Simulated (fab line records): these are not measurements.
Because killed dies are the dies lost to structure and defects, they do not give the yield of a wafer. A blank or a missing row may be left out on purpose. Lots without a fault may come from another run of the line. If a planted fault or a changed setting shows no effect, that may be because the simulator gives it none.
Comparing a struck lot with a sound one | flow sky130 | 32 steps out of a route of 708
Sound: these wafers, L714.2, L714.3, L714.4. Struck: wafer L719.2. (L719.1, L719.5 of the same lot were not struck and are left out.) The cause comes at the end.
For every step that has rows: the tool of each side, followed by ch and its chambers, followed by its first start. Under that, the readings that differ: sound wafers | struck wafers | difference of the means | sigmas: that difference in standard deviations of wafers without a fault.
alike: readings with means less than 2 such deviations apart, plus words and numbers identical on both sides. not compared: withheld readings, readings lacking a value on some wafer, bounds such as >300 that could conceal the same value, and numbers that have no deviation in the record and whose values overlap.
A row with sigmas, a row that says differs or no value, or rows on one side alone: a step with any of these is where the two part. When numbers do not overlap yet have no deviation, they are printed without sigmas and do not part them. Lack of a reading on every wafer of one side parts them only where that side has two or more wafers.

first, 4 steps without rows for these wafers: SKY_LOCAL_INTERCONNECT_SOFTBAKE_07 (time 90 s); SKY_LOCAL_INTERCONNECT_EXPOSE_08 (exposes mask LI1M, target cd 170 nm); SKY_LOCAL_INTERCONNECT_PEB_09; SKY_LOCAL_INTERCONNECT_DEVELOP_10 (develop time 60 s).
SKY_LOCAL_INTERCONNECT_CD_MEAS_11: target cd 170 nm.
  sound on cd_sem-01 at day 34 03:55; struck on cd_sem-02 at day 35 08:17
  alike: cd_nm
SKY_LOCAL_INTERCONNECT_OVL_MEAS_12:
  sound on overlay-02 at day 34 04:01; struck on overlay-01 at day 35 08:24
  alike: LOCAL_INTERCONNECT_OVL
SKY_LOCAL_INTERCONNECT_ETCH_13: etches BARC in N2/H2, stops on SiO2, time 45.9 s, target depth 60 nm.
  sound on rie_metal-04 ch 0,1, day 34 04:03; struck on rie_metal-02 ch 0, day 35 08:26
  alike: drypump_motor_current_A, oes_product_au, throttle_valve_pct
  not compared: rf_hours_counter_h
then, 1 step without rows for these wafers: SKY_LOCAL_INTERCONNECT_METAL_ETCH_14 (etches TiN in Cl2/BCl3, stops on PSG, target depth 110 nm, time 31.4 s).
SKY_LOCAL_INTERCONNECT_STRIP_15: strips in O2/N2.
  sound on plasma_asher-01 ch 0,1, day 34 04:10; struck on plasma_asher-04 ch 1, day 35 08:33
  reading                      | sound             | struck | difference | sigmas
  strip_time_to_endpoint_s (s) | 4.736 4.719 4.688 | 4.656  | -0.058     | -2
  alike: drypump_motor_current_A, oes_product_au
  not compared: rf_hours_counter_h
then, 3 steps without rows for these wafers: SKY_LOCAL_INTERCONNECT_STRIP_16 (strips in post etch residue remover, time 1200 s); SKY_LOCAL_INTERCONNECT_CLEAN_17 (cleans in IPA, time 180 s); SKY_LOCAL_INTERCONNECT_CLEAN_18 (cleans in O3/DIW).
SKY_CONTACT_CVD_00: deposits Si3N4, target thk 75 nm.
  sound on pecvd-04 ch 0,2, day 34 04:46; struck on pecvd-04 ch 1, day 35 09:08
  reading                                   | sound             | struck | difference | sigmas
  model.Si3N4_of_CONTACT_CVD_00.thk_nm (nm) | 74.54 74.18 75.47 | 99.99  | +25.26     |
  alike: heater_power_w
SKY_CONTACT_THK_MEAS_01:
  sound on film_metro-04 at day 34 04:48; struck on film_metro-03 at day 35 09:10
  reading                 | sound          | struck | difference | sigmas
  CONTACT_CVD_00_THK (nm) | 74.5 74.2 75.5 | 100.0  | +25.3      | +23
then, 1 step without rows for these wafers: SKY_CONTACT_HDPCVD_02 (deposits SiO2, target thk 565 nm, time 94.2 s).
SKY_CONTACT_THK_MEAS_03:
  sound on film_metro-01 at day 34 04:56; struck on film_metro-01 at day 35 09:18
  alike: CONTACT_HDPCVD_THK
SKY_CONTACT_CMP_04: polishes SiO2.
  sound on cmp-02 ch 1,2,3, day 34 04:59; struck on cmp-01 ch 3, day 35 09:25
  reading             | sound         | struck | difference | sigmas
  motor_current_A (A) | 12.1 11.3 9.7 | 13.8   | +2.8       | +2
SKY_CONTACT_BOW_MEAS_05:
  sound on film_metro-04 at day 34 05:18; struck on film_metro-01 at day 35 09:40
  alike: CONTACT_BOW
then, 8 steps without rows for these wafers: SKY_CONTACT_DEHYDRATE_06 (time 60 s); SKY_CONTACT_HMDS_07 (prime time 60 s); SKY_CONTACT_COAT_08 (resist thk 60 nm); SKY_CONTACT_COAT_09 (resist thk 450 nm); SKY_CONTACT_SOFTBAKE_10 (time 90 s); SKY_CONTACT_EXPOSE_11 (exposes mask CTM1, target cd 170 nm); SKY_CONTACT_PEB_12; SKY_CONTACT_DEVELOP_13 (develop time 60 s).
SKY_CONTACT_CD_MEAS_14: target cd 170 nm.
  sound on cd_sem-01 at day 35 07:23; struck on cd_sem-02 at day 36 12:37
  alike: cd_nm
SKY_CONTACT_OVL_MEAS_15:
  sound on overlay-02 at day 35 07:30; struck on overlay-02 at day 36 12:44
  alike: CONTACT_OVL
SKY_CONTACT_ETCH_16: etches BARC in N2/H2, stops on SiO2, time 45.9 s, target depth 60 nm.
  sound on rie_diel-03 ch 0,1,3, day 35 07:32; struck on rie_diel-02 ch 0, day 36 12:47
  alike: drypump_motor_current_A, oes_product_au, throttle_valve_pct
  not compared: rf_hours_counter_h
then, 1 step without rows for these wafers: SKY_CONTACT_ETCH_17 (etches SiO2 in C4F8/O2/Ar, stops on Si3N4, target depth 340 nm).
SKY_CONTACT_ETCH_18: etches Si3N4 in CHF3/O2, stops on TiN, time 39 s, target depth 75 nm.
  sound on rie_diel-03 ch 0,1,3; struck on rie_diel-02 ch 0
  reading                  | sound             | struck | difference | sigmas
  oes_product_au (a.u.)    | 0.848 0.850 0.851 | 0.984  | +0.134     | +16
  throttle_valve_pct (%)   | 8.805 8.796 8.794 | 8.827  | +0.029     | +3
  model.etch.depth_nm (nm) | 74.54 74.18 75.47 | 96.43  | +21.70     |
  alike: drypump_motor_current_A
  not compared: rf_hours_counter_h
SKY_CONTACT_STRIP_19: strips in O2/N2.
  sound on plasma_asher-01 ch 0,1, day 35 07:40; struck on plasma_asher-01 ch 0, day 36 12:55
  alike: drypump_motor_current_A, oes_product_au, strip_time_to_endpoint_s
  not compared: rf_hours_counter_h

== WHERE THEY PART ==
Last at SKY_CONTACT_ETCH_18 as far as this record goes, first at SKY_LOCAL_INTERCONNECT_STRIP_15. Later steps at which nothing parts them and some readings are alike: SKY_CONTACT_STRIP_19.

WHY: whatever the simulator had introduced
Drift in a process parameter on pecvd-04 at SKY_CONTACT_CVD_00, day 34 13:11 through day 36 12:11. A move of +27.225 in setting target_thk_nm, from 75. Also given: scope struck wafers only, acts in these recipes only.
